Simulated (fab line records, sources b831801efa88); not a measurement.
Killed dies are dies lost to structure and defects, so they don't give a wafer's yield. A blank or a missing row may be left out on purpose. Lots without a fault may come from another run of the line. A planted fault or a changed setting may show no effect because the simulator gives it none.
Which tool did it? | flow sky130 | 14 lots, 42 wafers sampled, at 4 steps of a route of 708

WHAT THE GAUGES READ, wafer by wafer
SKY_SD_N_OVL_MEAS_08. Usual: SD_N_OVL -0.4 nm, standard deviation 1.3.
lot  | measured     | on         | SD_N_OVL (nm)  | flag
L697 | day 28 14:56 | overlay-02 | 0.2 1.5 2.7    |
L700 | day 29 21:22 | overlay-02 | -1.1 0.1 -1.1  |
L701 | day 30 03:35 | overlay-01 | -0.3 0.7 0.5   |
L702 | day 30 07:29 | overlay-02 | -0.9 -1.7 -1.8 |
L703 | day 31 09:15 | overlay-01 | -1.1 -0.5 0.0  |
L705 | day 31 14:20 | overlay-01 | 0.7 0.1 1.5    |
L707 | day 32 01:44 | overlay-02 | -2.1 -1.1 -1.3 |
L708 | day 32 09:58 | overlay-01 | -0.6 0.3 0.8   |
L710 | day 32 18:31 | overlay-01 | -1.9 -2.3 -3.0 |
L713 | day 33 23:27 | overlay-02 | -0.4 -1.7 0.2  |
L714 | day 34 08:55 | overlay-02 | 0.7 1.6 2.4    |
L715 | day 34 16:00 | overlay-02 | 2.7 1.3 -0.5   |
L716 | day 34 18:30 | overlay-01 | 0.7 -0.7 0.0   |
L717 | day 35 00:22 | overlay-01 | -1.4 -1.6 -1.1 |

SKY_SD_N_TW_MEAS_12. Usual: SD_N_TW 3991, standard deviation 34.
lot  | measured     | on            | SD_N_TW        | flag
L697 | day 28 15:22 | film_metro-04 | 4036 4059 4056 |
L700 | day 29 21:48 | film_metro-01 | 3989 4013 3987 |
L701 | day 30 04:01 | film_metro-01 | 3983 3998 3979 |
L702 | day 30 07:55 | film_metro-04 | 4066 4029 4020 |
L703 | day 31 09:41 | film_metro-02 | 3922 3935 3934 |
L705 | day 31 14:46 | film_metro-02 | 3922 3944 3944 |
L707 | day 32 02:11 | film_metro-01 | 3985 3976 3976 |
L708 | day 32 10:25 | film_metro-02 | 4001 4001 4016 |
L710 | day 32 18:57 | film_metro-01 | 3972 3987 3955 |
L713 | day 33 23:53 | film_metro-04 | 4027 4009 4035 |
L714 | day 34 09:21 | film_metro-02 | 4021 3986 3993 |
L715 | day 34 16:26 | film_metro-04 | 4000 3987 4029 |
L716 | day 34 18:56 | film_metro-01 | 3982 3965 3992 |
L717 | day 35 00:48 | film_metro-04 | 4024 4042 4047 |

SKY_LOCAL_INTERCONNECT_RS_MEAS_01: measures by four-point-probe. Usual: LOCAL_INTERCONNECT_TIN_RS 14.18 ohm/sq, standard deviation 0.14.
lot  | measured     | on            | LOCAL_INTERCONNECT_TIN_RS (ohm/sq) | flag
L697 | day 29 22:07 | film_metro-03 | 14.25 14.38 14.33                  |
L700 | day 31 04:04 | film_metro-03 | 14.15 14.14 14.20                  |
L701 | day 31 09:54 | film_metro-03 | 14.16 14.07 14.01                  |
L702 | day 31 13:06 | film_metro-03 | 14.23 14.13 14.24                  |
L703 | day 32 15:30 | film_metro-02 | 14.31 14.45 14.19                  |
L705 | day 32 20:14 | film_metro-04 | 14.17 14.45 14.24                  |
L710 | day 33 23:42 | film_metro-02 | 14.03 14.34 14.27                  |
L713 | day 35 04:52 | film_metro-03 | 14.10 14.09 13.95                  |
L714 | day 35 15:13 | film_metro-02 | 14.25 14.04 14.36                  |
L715 | day 35 22:24 | film_metro-04 | 14.39 14.05 14.01                  |
L716 | day 36 01:38 | film_metro-04 | 14.07 14.19 14.09                  |
L717 | day 36 06:41 | film_metro-02 | 14.07 14.12 14.03                  |

WHICH TOOL RAN EACH LOT (tool, then ch and the chambers of the sampled wafers, then the start)
lot  | SKY_LI_CONTACT_SPUTTER_20
L697 | pvd_sputter-01, day 29 21:23
L700 | pvd_sputter-01, day 31 03:19
L701 | pvd_sputter-02, day 31 09:10
L702 | pvd_sputter-02, day 31 12:22
L703 | pvd_sputter-04, day 32 14:46
L705 | pvd_sputter-04, day 32 19:29
L707 | pvd_sputter-02, day 33 07:44
L708 | pvd_sputter-02, day 33 13:17
L710 | pvd_sputter-02, day 33 22:58
L713 | pvd_sputter-01, day 35 04:07
L714 | pvd_sputter-01, day 35 14:28
L715 | pvd_sputter-02, day 35 21:40
L716 | pvd_sputter-02, day 36 00:55
L717 | pvd_sputter-02, day 36 05:56
- SKY_LI_CONTACT_SPUTTER_20: material TiN, target thk 20 nm, time 80 s.

WHAT THE TOOLS THEMSELVES READ (means of the sampled wafers that have a number; where no wafer has one, the mark that the record gives instead)
SKY_LI_CONTACT_SPUTTER_20. Usual: cathode_dc_power_W 4000.0 W, standard deviation 0.74; chamber_pressure_pa 5.001 Pa, standard deviation 0.01; throttle_valve_pct 29.9 %, standard deviation 1.1.
lot  | tool           | cathode_dc_power_W (W) | chamber_pressure_pa (Pa) | throttle_valve_pct (%) | flag
L697 | pvd_sputter-01 | 4000.1                 | 4.997                    | 30.4                   |
L700 | pvd_sputter-01 | 3999.8                 | 5.004                    | 29.7                   |
L701 | pvd_sputter-02 | 3999.7                 | 5.005                    | 29.6                   |
L702 | pvd_sputter-02 | 4000.3                 | 5.002                    | 30.3                   |
L703 | pvd_sputter-04 | 4000.0                 | 4.989                    | 30.3                   |
L705 | pvd_sputter-04 | 4000.4                 | 4.994                    | 29.7                   |
L707 | pvd_sputter-02 | -                      | -                        | -                      | OFF
L708 | pvd_sputter-02 | -                      | -                        | -                      | OFF
L710 | pvd_sputter-02 | 3999.9                 | 4.996                    | 30.1                   |
L713 | pvd_sputter-01 | 4000.0                 | 5.002                    | 30.4                   |
L714 | pvd_sputter-01 | 3999.6                 | 5.007                    | 30.1                   |
L715 | pvd_sputter-02 | 3999.5                 | 4.988                    | 29.5                   |
L716 | pvd_sputter-02 | 4000.6                 | 4.995                    | 30.1                   |
L717 | pvd_sputter-02 | 4000.1                 | 5.004                    | 30.0                   |

THE ANSWER, worked out from the rows above alone
Rule: a lot is off if the mean of its wafers that have a number lies more than 3 standard deviations from the usual mean. A lot without any number at a reading at which 4 lots or more have one is off too. The other lots that the step has rows for count as sound. The gauges are gone through in route order, then the tools' own readings, and for those a lot's mean is taken as printed above. The first step at which some lot is off is used, and at that step the reading that is off furthest; a lot without a number counts as furthest.
Off: L707, L708, at SKY_LI_CONTACT_SPUTTER_20 (cathode_dc_power_W). Without a number there: L707, L708.
A tool fits if, at that step or a process step before it, it ran every lot that is off, and no sound lot after the first of them. None of those tried fits.

WHAT THE SIMULATOR HAD PUT IN
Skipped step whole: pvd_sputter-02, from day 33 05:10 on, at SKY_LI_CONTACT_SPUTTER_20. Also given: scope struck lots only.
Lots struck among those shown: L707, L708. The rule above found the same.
